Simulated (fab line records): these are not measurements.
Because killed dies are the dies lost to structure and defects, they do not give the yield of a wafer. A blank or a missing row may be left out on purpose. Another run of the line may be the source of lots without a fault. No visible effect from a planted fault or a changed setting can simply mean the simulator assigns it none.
8D (eight disciplines) problem report, filled in by code | flow gf180mcu | the parts of the form that need people (team, actions taken, sign-off) are left out

== 1. WHAT WENT WRONG ==
Mean of oes_product_au at GF_M4_METAL_ETCH_16: 0.883 a.u. across 2 wafers in 2 lots; on wafers with no fault it is 0.973 a.u. (standard deviation 0.0067). Relative to the usual mean, that is a shift of -13 standard deviations.
The step: etches the open film in Cl2/BCl3, stops on SiO2, target depth 627.5 nm, time 104.6 s.
First seen on wafer L224.3, day 27 01:59, on rie_metal-02. The record has a number at this step for 39 wafers belonging to 13 lots. The rule behind "out" and "out of limits": a value lying over 4 standard deviations away from the usual mean. Any other wafer with a number is counted as sound.

== 2. WHAT IT IS, WHAT IT ISN'T ==
question                    | is                                 | is not
which readings at this step | oes_product_au, throttle_valve_pct | drypump_motor_current_A
which lots                  | L224, L225                         | L213, L214, L215, L227, L228, L229, L230, L232, L234, L235, L236
which wafers of those lots  | L224.3, L225.3                     | L224.2, L224.5, L225.2, L225.5
read on which tools         | rie_metal-02                       | rie_metal-01, rie_metal-03
when                        | from day 27 01:59                  | up to then (11 sound wafers); but 26 sound wafers of L225, L227, L228, L229, L230, L232, L234, L235, L236 came after

== 3. WHAT RULES OUT EACH SUSPECT ==
Counting: if a tool at a process step up to the reading ran every lot that is out, it stays a suspect. Sound lots after the first of them don't rule it out here, since some wafers of a struck lot are sound.
- rie_metal-02 at GF_M4_METAL_ETCH_16 (etches the open film in Cl2/BCl3, stops on SiO2, target depth 627.5 nm, time 104.6 s): kept. Ran every lot that is out, first one L224 (day 27 01:59); last sound lot up to then L215 (day 24 01:13). On those wafers its own readings are out: oes_product_au, throttle_valve_pct.
Remaining after the count: rie_metal-02 at GF_M4_METAL_ETCH_16.

== 4. THE CAUSE (what the simulator had put in) ==
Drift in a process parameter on rie_metal-02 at GF_M4_METAL_ETCH_16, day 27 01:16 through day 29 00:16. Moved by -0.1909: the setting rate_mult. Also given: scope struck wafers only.
After counting, this tool was the only one left.

== 5. THE CHAIN OF EFFECTS, in route order ==
One row per reading whose mean, taken over the struck wafers that have a number, lies over 3 standard deviations from the usual. Only readings whose record carries a usual standard deviation are examined. hours: median over the lots of the time between each lot's start at the first step of this table that gives one and its start at this step. sigmas: the change, counted in usual standard deviations.
hours | step                | reading                  | usual      | on struck wafers | change | sigmas
0     | GF_M4_METAL_ETCH_16 | oes_product_au           | 0.973 a.u. | 0.883            | -0.090 | -13
0     | GF_M4_METAL_ETCH_16 | throttle_valve_pct       | 28.250 %   | 28.341           | +0.091 | +9.1
0     | GF_M4_STRIP_17      | oes_product_au           | 0.558 a.u. | 0.575            | +0.016 | +3.4
0     | GF_M4_STRIP_17      | strip_time_to_endpoint_s | 7.88 s     | 8.36             | +0.48  | +10
The process steps in it:
- GF_M4_METAL_ETCH_16: etches the open film in Cl2/BCl3, stops on SiO2, target depth 627.5 nm, time 104.6 s.
- GF_M4_STRIP_17: strips in O2/N2.
At these later measuring or inspecting steps, every struck wafer for which the step has a row has a number for every such reading, and none has moved that far: GF_V4_THK_MEAS_01.

== 6. HOW IT WOULD HAVE BEEN CAUGHT EARLIER ==
In this record the first reading out of limits was taken at day 27 01:59, 1 hour after the fault began at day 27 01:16.
